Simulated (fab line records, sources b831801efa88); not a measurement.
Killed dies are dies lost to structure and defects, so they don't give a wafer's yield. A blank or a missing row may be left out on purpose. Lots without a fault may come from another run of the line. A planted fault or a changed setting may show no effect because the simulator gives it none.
fab line records | flow sky130
record lots=24 wafers=72 last_day=50
route steps=708 shown CONTACT@420 VIA1@473 METAL2@499 CAPM@549 METAL4@600
lots that met no fault: from a run of the same line without faults
start_h: hours from the record's first day to the start of the lot's first wafer shown | wait_h: hours since the lot's step before | " the same as in the row above | L1.1+2: a row that stands for several wafers | - no value, or no start given | * or withheld: withheld | < > ~ a bound
route shown NAME@n: a module of which the file shows steps, and the number in the route of the first | usual: mean/standard deviation of fault-free wafers | same: alike in all rows | chamber/n: place in a boat | sites: the reading at each site | _std_site: their standard deviation | _edge_site: outer sites' mean less inner sites' | radius_mm: how far each site lies from the wafer's centre | mask NAME#n: copy n | behind: the tool/chamber that last shaped the wafer | hold: why the lot was held/for how many hours/how that ended | device: the transistor (n, p or np) that didn't switch | end of line: the same wafers' tests at the end of the route | a step without rows: its recipe alone | killed: dies lost to structure and defects at the first sort, not the wafer's yield | map: a wafer's dies, x killed, . not, _ none there
set.NAME: the setting as run; set.NAME@STEP: as run at that earlier step | model.NAME: the simulator's own value behind a step, which no gauge read
steps of the route over a sample of lots; a table a step, a row a wafer
services: from which hour (start_h, from the record's first day; less than 0 if before it) a tool's chamber was out of use, for how many hours, and why
## steps
# step SKY_CONTACT_CD_MEAS_14
# recipe target_cd_nm=170
# usual cd_nm=170.2/1.4
# columns lot.wafer tool chamber start_h wait_h cd_nm
L074.1 cd_sem-02 - 743.43 - 170.2
L074.4 " - " " 169.5
L074.6 " - " " 170.5
L075.4 cd_sem-01 - 748.85 - 169.1
L075.5 " - " " 168.7
L075.6 " - " " 170.5
L076.1 cd_sem-01 - 753.72 - 170.7
L076.4 " - " " 170.1
L076.6 " - " " 169.3
L077.2 cd_sem-01 - 764.04 - 171.4
L077.3 " - " " 170.2
L077.5 " - " " 168.8
L079.4 cd_sem-01 - 785.21 - 172.9
L079.5 " - " " 169.6
L079.6 " - " " 172.4
L080.1 cd_sem-02 - 785.53 - 171.1
L080.4 " - " " 171.0
L080.5 " - " " 172.6
L078.2 cd_sem-02 - 786.49 - 171.1
L078.5 " - " " 172.0
L078.6 " - " " 171.5
L081.1 cd_sem-02 - 805.23 - 171.5
L081.2 " - " " 171.3
L081.6 " - " " 170.1
L082.1 cd_sem-02 - 817.43 - 171.4
L082.2 " - " " 171.4
L082.4 " - " " 170.2
L083.2 cd_sem-01 - 818.09 - 171.5
L083.3 " - " " 169.4
L083.6 " - " " 170.5
L084.2 cd_sem-02 - 821.97 - 170.0
L084.3 " - " " 170.4
L084.4 " - " " 170.0
L085.1 cd_sem-02 - 827.32 - 168.2
L085.4 " - " " 168.7
L085.5 " - " " 167.6
L086.1 cd_sem-01 - 834.85 - 170.4
L086.4 " - " " 171.7
L086.5 " - " " 171.1
L087.1 cd_sem-01 - 841.73 - 172.7
L087.2 " - " " 171.8
L087.5 " - " " 173.1
L088.2 cd_sem-01 - 853.62 - 168.8
L088.3 " - " " 169.9
L088.6 " - " " 169.8
L089.1 cd_sem-01 - 857.97 - 169.6
L089.2 " - " " 170.0
L089.5 " - " " 171.3
L090.2 cd_sem-02 - 875.19 - 167.1
L090.4 " - " " 167.1
L090.6 " - " " 166.7
L092.2 cd_sem-01 - 879.84 - 171.4
L092.4 " - " " 171.0
L092.5 " - " " 170.6
L091.1 cd_sem-02 - 881.15 - 170.7
L091.3 " - " " 172.6
L091.5 " - " " 171.0
L093.1 cd_sem-02 - 887.75 - 169.3
L093.4 " - " " 171.7
L093.5 " - " " 171.7
L094.1 cd_sem-01 - 891.18 - 169.3
L094.4 " - " " 170.1
L094.5 " - " " 169.9
L095.1 cd_sem-02 - 898.27 - 168.5
L095.2 " - " " 169.2
L095.4 " - " " 169.4
L096.1 cd_sem-01 - 908.52 - 168.5
L096.2 " - " " 167.0
L096.5 " - " " 168.6
L097.2 cd_sem-01 - 912.00 - 169.4
L097.4 " - " " 171.5
L097.5 " - " " 169.8
# step SKY_VIA1_ETCH_15
# recipe target=SiO2 chemistry=C4F8/O2/Ar target_depth_nm=351 stop_on=TiN mask_material=KrF-thick source_w=1500 bias_w=1200 pressure_mtorr=40 c4f8_flow_sccm=withheld O2_flow_sccm=6 Ar_flow_sccm=300 time_s=54
# usual oes_product_au=0.981/0.0061
# columns lot.wafer tool chamber start_h wait_h oes_product_au rf_hours_counter_h
L074.1 rie_diel-04 1 800.10 0.0 0.973 2
L074.4 " 0 " " 0.981 -
L074.6 " 2 " " 0.988 -
L075.4 rie_diel-02 2 806.62 0.0 0.976 -
L075.5 " 0 " " 0.986 -
L075.6 " 3 " " 0.976 -
L076.1 rie_diel-04 0 810.81 0.0 0.986 3
L076.4 " 2 " " 0.984 11
L076.6 " 0 " " 0.990 -
L077.2 rie_diel-02 2 821.45 0.0 0.981 19
L077.3 " 0 " " 0.987 4
L077.5 " 2 " " 0.975 -
L079.4 rie_diel-03 1 842.34 0.0 0.978 7
L079.5 " 3 " " 0.980 -
L079.6 " 0 " " 0.984 -
L080.1 rie_diel-02 1 843.25 0.0 0.981 1
L080.4 " 0 " " 0.977 -
L080.5 " 1 " " 0.976 -
L078.2 rie_diel-03 1 844.70 0.0 0.976 7
L078.5 " 0 " " 0.984 -
L078.6 " 3 " " 0.972 -
L081.1 rie_diel-03 2 861.65 0.0 0.982 8
L081.2 " 3 " " 0.981 23
L081.6 " 3 " " 0.981 -
L082.1 rie_diel-02 2 873.01 0.0 0.983 21
L082.2 " 3 " " 0.986 0
L082.4 " 1 " " 0.992 1
L083.2 rie_diel-02 0 874.20 0.0 0.984 6
L083.3 " 1 " " 0.984 1
L083.6 " 3 " " 0.988 -
L084.2 rie_diel-03 2 877.65 0.0 0.985 8
L084.3 " 0 " " 0.985 8
L084.4 " 3 " " 0.989 23
L085.1 rie_diel-03 1 882.75 0.0 0.975 8
L085.4 " 3 " " 0.973 24
L085.5 " 1 " " 0.981 -
L086.1 rie_diel-02 0 891.00 0.0 0.975 7
L086.4 " 3 " " 0.986 1
L086.5 " 2 " " 0.982 -
L087.1 rie_diel-02 1 897.45 0.0 0.976 2
L087.2 " 2 " " 0.975 21
L087.5 " 1 " " 0.984 -
L088.2 rie_diel-04 2 908.40 0.0 0.965 13
L088.3 " 1 " " 0.976 5
L088.6 " 2 " " 0.967 -
L089.1 rie_diel-04 2 912.30 0.0 0.980 13
L089.2 " 1 " " 0.982 5
L089.5 " 1 " " 0.979 -
L090.2 rie_diel-02 0 929.11 0.0 0.976 7
L090.4 " 2 " " 0.992 22
L090.6 " 2 " " 0.982 -
L092.2 rie_diel-04 3 933.20 0.0 0.975 10
L092.4 " 1 " " 0.979 5
L092.5 " 1 " " 0.979 -
L091.1 rie_diel-04 1 934.89 0.0 0.982 6
L091.3 " 3 " " 0.978 10
L091.5 " 2 " " 0.975 -
L093.1 rie_diel-04 1 941.96 0.0 0.979 6
L093.4 " 2 " " 0.969 14
L093.5 " 0 " " 0.987 -
L094.1 rie_diel-02 3 945.16 0.0 0.995 2
L094.4 " 1 " " 0.980 3
L094.5 " 2 " " 0.978 -
L095.1 rie_diel-04 3 951.06 0.0 0.980 11
L095.2 " 2 " " 0.964 14
L095.4 " 1 " " 0.983 6
L096.1 rie_diel-03 0 960.41 0.0 0.975 10
L096.2 " 3 " " 0.979 26
L096.5 " 0 " " 0.987 -
L097.2 rie_diel-04 3 966.30 0.0 0.973 11
L097.4 " 1 " " 0.979 6
L097.5 " 2 " " 0.986 -
# step SKY_METAL2_OVL_MEAS_16
# usual METAL2_OVL=3/4.6
# columns lot.wafer tool chamber start_h wait_h METAL2_OVL[nm]
L074.1 overlay-01 - 828.14 0.1 5
L074.4 " - " " 8
L074.6 " - " " 8
L075.4 overlay-02 - 834.84 0.1 6
L075.5 " - " " 2
L075.6 " - " " 5
L076.1 overlay-02 - 839.42 0.1 1
L076.4 " - " " 3
L076.6 " - " " -2
L077.2 overlay-01 - 849.64 0.1 1
L077.3 " - " " 2
L077.5 " - " " 5
L079.4 overlay-02 - 869.74 0.1 6
L079.5 " - " " 7
L079.6 " - " " 3
L080.1 overlay-01 - 871.34 0.1 9
L080.4 " - " " 6
L080.5 " - " " 2
L078.2 overlay-01 - 872.38 0.1 1
L078.5 " - " " 0
L078.6 " - " " 4
L081.1 overlay-02 - 889.85 0.1 3
L081.2 " - " " 1
L081.6 " - " " 7
L082.1 overlay-02 - 900.95 0.1 -1
L082.2 " - " " -5
L082.4 " - " " -3
L083.2 overlay-01 - 901.84 0.1 -3
L083.3 " - " " -3
L083.6 " - " " -5
L084.2 overlay-02 - 905.23 0.1 3
L084.3 " - " " 5
L084.4 " - " " 5
L085.1 overlay-02 - 910.05 0.1 -3
L085.4 " - " " 1
L085.5 " - " " -2
L086.1 overlay-01 - 918.10 0.1 12
L086.4 " - " " 15
L086.5 " - " " 14
L087.1 overlay-01 - 923.52 0.1 4
L087.2 " - " " 4
L087.5 " - " " 3
L088.2 overlay-01 - 934.37 0.1 7
L088.3 " - " " -1
L088.6 " - " " 1
L089.1 overlay-01 - 940.74 0.1 -1
L089.2 " - " " -1
L089.5 " - " " 0
L090.2 overlay-02 - 955.23 0.1 5
L090.4 " - " " 3
L090.6 " - " " 3
L092.2 overlay-01 - 958.98 0.1 -6
L092.4 " - " " -3
L092.5 " - " " 1
L091.1 overlay-02 - 961.02 0.1 1
L091.3 " - " " 2
L091.5 " - " " -1
L093.1 overlay-02 - 967.99 0.1 2
L093.4 " - " " 6
L093.5 " - " " 6
L094.1 overlay-02 - 970.60 0.1 10
L094.4 " - " " 5
L094.5 " - " " 3
L095.1 overlay-01 - 976.70 0.1 7
L095.2 " - " " 8
L095.4 " - " " 2
L096.1 overlay-02 - 986.34 0.1 3
L096.2 " - " " 2
L096.5 " - " " 6
L097.2 overlay-01 - 991.93 0.1 5
L097.4 " - " " 12
L097.5 " - " " 12
# step SKY_METAL2_STRIP_20
# recipe chemistry=O2/N2 power_w=1400 pressure_mtorr=1500 platen_temp_c=withheld o2_flow_sccm=3000 n2_flow_sccm=300 overash_fraction=0.5
# usual drypump_motor_current_A=5.7/0.45 oes_product_au=0.342/0.0047 strip_time_to_endpoint_s=2.69/0.035
# columns lot.wafer tool chamber start_h wait_h drypump_motor_current_A oes_product_au rf_hours_counter_h strip_time_to_endpoint_s
L074.1 plasma_asher-01 1 828.36 0.1 5.2 0.349 40 2.69
L074.4 " 1 " " 5.2 0.339 - 2.69
L074.6 " 1 " " 5.2 0.342 - 2.66
L075.4 plasma_asher-01 1 835.26 0.1 5.2 0.336 - 2.73
L075.5 " 1 " " 5.2 0.340 - 2.72
L075.6 " 0 " " 6.3 0.344 - 2.76
L076.1 plasma_asher-04 0 839.64 0.1 5.3 0.344 102 2.71
L076.4 " 1 " " 5.7 0.344 - 2.69
L076.6 " 0 " " 5.3 0.351 - 2.69
L077.2 plasma_asher-04 0 849.86 0.1 5.3 0.347 103 2.70
L077.3 " 1 " " 5.7 0.346 - 2.67
L077.5 " 0 " " 5.3 0.337 - 2.66
L079.4 plasma_asher-01 1 870.16 0.1 5.2 0.338 - 2.70
L079.5 " 0 " " 6.3 0.346 - 2.69
L079.6 " 1 " " 5.1 0.340 - 2.67
L080.1 plasma_asher-02 1 871.74 0.1 6.3 0.343 71 2.66
L080.4 " 0 " " 5.7 0.344 - 2.65
L080.5 " 1 " " 6.2 0.344 - 2.65
L078.2 plasma_asher-01 1 872.59 0.1 5.2 0.344 45 2.65
L078.5 " 0 " " 6.2 0.349 - 2.74
L078.6 " 1 " " 5.2 0.336 - 2.62
L081.1 plasma_asher-02 0 890.25 0.1 5.7 0.338 73 2.68
L081.2 " 1 " " 6.3 0.344 73 2.71
L081.6 " 1 " " 6.3 0.347 - 2.65
L082.1 plasma_asher-02 1 901.17 0.1 6.3 0.334 74 2.68
L082.2 " 0 " " 5.7 0.339 74 2.67
L082.4 " 1 " " 6.3 0.342 - 2.72
L083.2 plasma_asher-04 1 902.06 0.1 5.7 0.338 109 2.72
L083.3 " 1 " " 5.7 0.349 - 2.71
L083.6 " 1 " " 5.7 0.339 - 2.64
L084.2 plasma_asher-01 0 905.44 0.1 6.3 0.344 47 2.66
L084.3 " 1 " " 5.2 0.344 - 2.63
L084.4 " 0 " " 6.3 0.353 - 2.70
L085.1 plasma_asher-04 1 910.27 0.1 5.7 0.340 109 2.67
L085.4 " 0 " " 5.3 0.340 - 2.69
L085.5 " 0 " " 5.3 0.352 - 2.64
L086.1 plasma_asher-01 1 918.32 0.1 5.2 0.338 48 2.65
L086.4 " 1 " " 5.2 0.336 - 2.67
L086.5 " 0 " " 6.3 0.340 - 2.65
L087.1 plasma_asher-01 1 923.74 0.1 5.2 0.338 49 2.64
L087.2 " 0 " " 6.3 0.341 49 2.67
L087.5 " 1 " " 5.1 0.345 - 2.62
L088.2 plasma_asher-01 1 934.59 0.1 5.1 0.339 50 2.67
L088.3 " 1 " " 5.2 0.339 - 2.66
L088.6 " 1 " " 5.1 0.349 - 2.68
L089.1 plasma_asher-02 0 940.96 0.1 5.7 0.340 78 2.74
L089.2 " 1 " " 6.2 0.332 78 2.70
L089.5 " 0 " " 5.7 0.333 - 2.70
L090.2 plasma_asher-02 1 955.50 0.1 6.2 0.339 80 2.69
L090.4 " 0 " " 5.7 0.339 - 2.66
L090.6 " 1 " " 6.2 0.340 - 2.70
L092.2 plasma_asher-01 0 959.19 0.1 6.3 0.349 52 2.73
L092.4 " 1 " " 5.2 0.346 - 2.68
L092.5 " 1 " " 5.2 0.341 - 2.71
L091.1 plasma_asher-04 0 961.24 0.1 5.3 0.345 115 2.68
L091.3 " 0 " " 5.3 0.337 - 2.65
L091.5 " 0 " " 5.3 0.343 - 2.68
L093.1 plasma_asher-02 1 968.21 0.1 6.3 0.344 81 2.69
L093.4 " 1 " " 6.3 0.339 - 2.68
L093.5 " 1 " " 6.3 0.335 - 2.63
L094.1 plasma_asher-01 1 970.82 0.1 5.1 0.344 54 2.70
L094.4 " 1 " " 5.1 0.342 - 2.69
L094.5 " 0 " " 6.3 0.340 - 2.68
L095.1 plasma_asher-01 1 977.10 0.1 5.2 0.342 55 2.66
L095.2 " 0 " " 6.3 0.336 55 2.66
L095.4 " 1 " " 5.1 0.347 - 2.69
L096.1 plasma_asher-02 1 986.56 0.1 6.2 0.337 83 2.70
L096.2 " 0 " " 5.7 0.339 83 2.70
L096.5 " 1 " " 6.3 0.338 - 2.66
L097.2 plasma_asher-04 0 992.14 0.1 5.3 0.342 118 2.70
L097.4 " 0 " " 5.3 0.344 - 2.71
L097.5 " 0 " " 5.3 0.342 - 2.78
# step SKY_CAPM_OVL_MEAS_12
# usual CAPM_OVL=-0.6/1.2
# columns lot.wafer tool chamber start_h wait_h CAPM_OVL[nm]
L074.1 overlay-01 - 883.33 0.1 -0.2
L074.4 " - " " -0.3
L074.6 " - " " -0.6
L075.4 overlay-02 - 890.85 0.1 0.8
L075.5 " - " " 2.4
L075.6 " - " " 0.1
L076.1 overlay-02 - 894.75 0.1 -1.5
L076.4 " - " " -0.1
L076.6 " - " " -0.5
L077.2 overlay-02 - 903.88 0.1 -1.3
L077.3 " - " " -1.5
L077.5 " - " " -2.4
L079.4 overlay-01 - 923.46 0.1 -2.1
L079.5 " - " " 0.3
L079.6 " - " " -0.9
L080.1 overlay-01 - 924.85 0.1 -1.1
L080.4 " - " " -1.4
L080.5 " - " " -1.7
L078.2 overlay-01 - 925.31 0.1 -1.1
L078.5 " - " " -0.1
L078.6 " - " " -0.6
L081.1 overlay-01 - 943.58 0.1 1.6
L081.2 " - " " -0.1
L081.6 " - " " 0.2
L082.1 overlay-02 - 951.78 0.1 -0.6
L082.2 " - " " -0.7
L082.4 " - " " -0.1
L083.2 overlay-01 - 952.88 0.1 -0.8
L083.3 " - " " 0.2
L083.6 " - " " -0.7
L084.2 overlay-02 - 958.51 0.1 -1.9
L084.3 " - " " -1.5
L084.4 " - " " -2.1
L085.1 overlay-02 - 962.10 0.1 0.1
L085.4 " - " " -0.7
L085.5 " - " " -1.4
L086.1 overlay-01 - 970.13 0.1 -1.8
L086.4 " - " " -0.8
L086.5 " - " " -2.6
L087.1 overlay-01 - 974.95 0.1 1.3
L087.2 " - " " 0.5
L087.5 " - " " 0.4
L088.2 overlay-01 - 986.26 0.1 -1.2
L088.3 " - " " -0.8
L088.6 " - " " -2.0
L089.1 overlay-02 - 997.70 0.1 0.0
L089.2 " - " " -0.2
L089.5 " - " " -1.0
L090.2 overlay-02 - 1005.15 0.1 -0.1
L090.4 " - " " -2.1
L090.6 " - " " -0.2
L092.2 overlay-01 - 1009.50 0.1 0.7
L092.4 " - " " 0.9
L092.5 " - " " 0.3
L091.1 overlay-01 - 1011.80 0.1 0.2
L091.3 " - " " 0.8
L091.5 " - " " -0.8
L093.1 overlay-01 - 1018.35 0.1 1.7
L093.4 " - " " 0.6
L093.5 " - " " -0.6
L094.1 overlay-02 - 1020.65 0.1 -2.5
L094.4 " - " " -1.7
L094.5 " - " " -2.9
L095.1 overlay-01 - 1026.60 0.1 -1.2
L095.2 " - " " 0.1
L095.4 " - " " -0.2
L096.1 overlay-01 - 1035.38 0.1 0.5
L096.2 " - " " 0.4
L096.5 " - " " 1.2
L097.2 overlay-02 - 1041.70 0.1 -0.1
L097.4 " - " " -0.8
L097.5 " - " " -1.5
# step SKY_METAL4_SPUTTER_02
# recipe material=AlCu target_thk_nm=735 power_w=10600 time_s=39.1 chamber_pressure_pa=0.4
# usual throttle_valve_pct=29.5/1.1
# columns lot.wafer tool chamber start_h wait_h throttle_valve_pct
L074.1 pvd_sputter-02 - 937.47 0.0 32.1
L074.4 " - " " 29.8
L074.6 " - " " 30.0
L075.4 pvd_sputter-04 - 944.75 0.0 28.1
L075.5 " - " " 29.4
L075.6 " - " " 30.2
L076.1 pvd_sputter-01 - 948.16 0.0 29.3
L076.4 " - " " 27.7
L076.6 " - " " 30.0
L077.2 pvd_sputter-04 - 957.54 0.0 29.9
L077.3 " - " " 29.2
L077.5 " - " " 30.1
L079.4 pvd_sputter-02 - 977.15 0.0 32.0
L079.5 " - " " 29.9
L079.6 " - " " 27.5
L080.1 pvd_sputter-02 - 977.45 0.0 30.4
L080.4 " - " " 30.1
L080.5 " - " " 31.8
L078.2 pvd_sputter-04 - 977.87 0.0 30.2
L078.5 " - " " 29.2
L078.6 " - " " 27.9
L081.1 pvd_sputter-04 - 996.18 0.0 30.1
L081.2 " - " " 28.2
L081.6 " - " " 29.9
L082.1 pvd_sputter-01 - 1003.77 0.0 27.7
L082.2 " - " " 29.3
L082.4 " - " " 30.1
L083.2 pvd_sputter-01 - 1004.24 0.0 29.4
L083.3 " - " " 29.3
L083.6 " - " " 29.6
L084.2 pvd_sputter-04 - 1010.40 0.0 28.1
L084.3 " - " " 29.8
L084.4 " - " " 29.9
L085.1 pvd_sputter-01 - 1014.59 0.0 29.6
L085.4 " - " " 27.6
L085.5 " - " " 29.4
L086.1 pvd_sputter-01 - 1021.01 0.0 29.2
L086.4 " - " " 29.2
L086.5 " - " " 29.5
L087.1 pvd_sputter-02 - 1026.45 0.0 30.6
L087.2 " - " " 32.0
L087.5 " - " " 32.0
L088.2 pvd_sputter-02 - 1036.37 0.0 30.3
L088.3 " - " " 29.7
L088.6 " - " " 32.0
L089.1 pvd_sputter-04 - 1048.44 0.0 29.9
L089.2 " - " " 29.8
L089.5 " - " " 30.0
L090.2 pvd_sputter-02 - 1054.79 0.0 27.8
L090.4 " - " " 30.3
L090.6 " - " " 30.0
L092.2 pvd_sputter-01 - 1060.04 0.0 29.3
L092.4 " - " " 29.4
L092.5 " - " " 27.6
L091.1 pvd_sputter-04 - 1062.19 0.0 28.1
L091.3 " - " " 30.1
L091.5 " - " " 30.0
L093.1 pvd_sputter-01 - 1067.66 0.0 30.1
L093.4 " - " " 29.2
L093.5 " - " " 29.4
L094.1 pvd_sputter-04 - 1070.41 0.0 30.2
L094.4 " - " " 29.8
L094.5 " - " " 29.6
L095.1 pvd_sputter-04 - 1076.02 0.0 29.6
L095.2 " - " " 29.9
L095.4 " - " " 28.1
L096.1 pvd_sputter-04 - 1084.60 0.0 28.0
L096.2 " - " " 30.2
L096.5 " - " " 30.1
L097.2 pvd_sputter-04 - 1089.33 0.0 29.9
L097.4 " - " " 28.3
L097.5 " - " " 28.2
## services
# columns tool chamber start_h hours kind
pvd_sputter-04 - 792.07 0.6 repair
rie_diel-04 3 795.76 5.6 repair
plasma_asher-04 - 834.18 2.5 repair
plasma_asher-02 - 844.20 8.1 repair
rie_diel-04 0 868.14 13.9 repair
plasma_asher-01 - 888.95 8.0 repair
rie_diel-02 - 907.79 10.7 repair
rie_diel-03 1 920.66 14.6 repair
pvd_sputter-01 - 943.66 3.0 repair
rie_diel-02 2 962.38 6.1 repair
rie_diel-02 0 971.46 2.9 repair
plasma_asher-02 - 972.37 0.5 repair
pvd_sputter-02 - 993.35 5.5 repair
rie_diel-03 0 994.86 4.3 repair
plasma_asher-04 - 1002.17 1.3 repair
rie_diel-03 1 1009.36 32.2 repair
plasma_asher-01 - 1012.65 1.5 repair
rie_diel-03 3 1013.08 5.6 repair
pvd_sputter-02 - 1015.64 4.9 repair
rie_diel-02 3 1045.32 11.2 repair
pvd_sputter-02 - 1048.61 1.5 repair
plasma_asher-04 - 1049.25 4.8 repair
plasma_asher-04 - 1055.25 9.0 pm
plasma_asher-02 - 1072.06 0.5 repair
## key
fault none
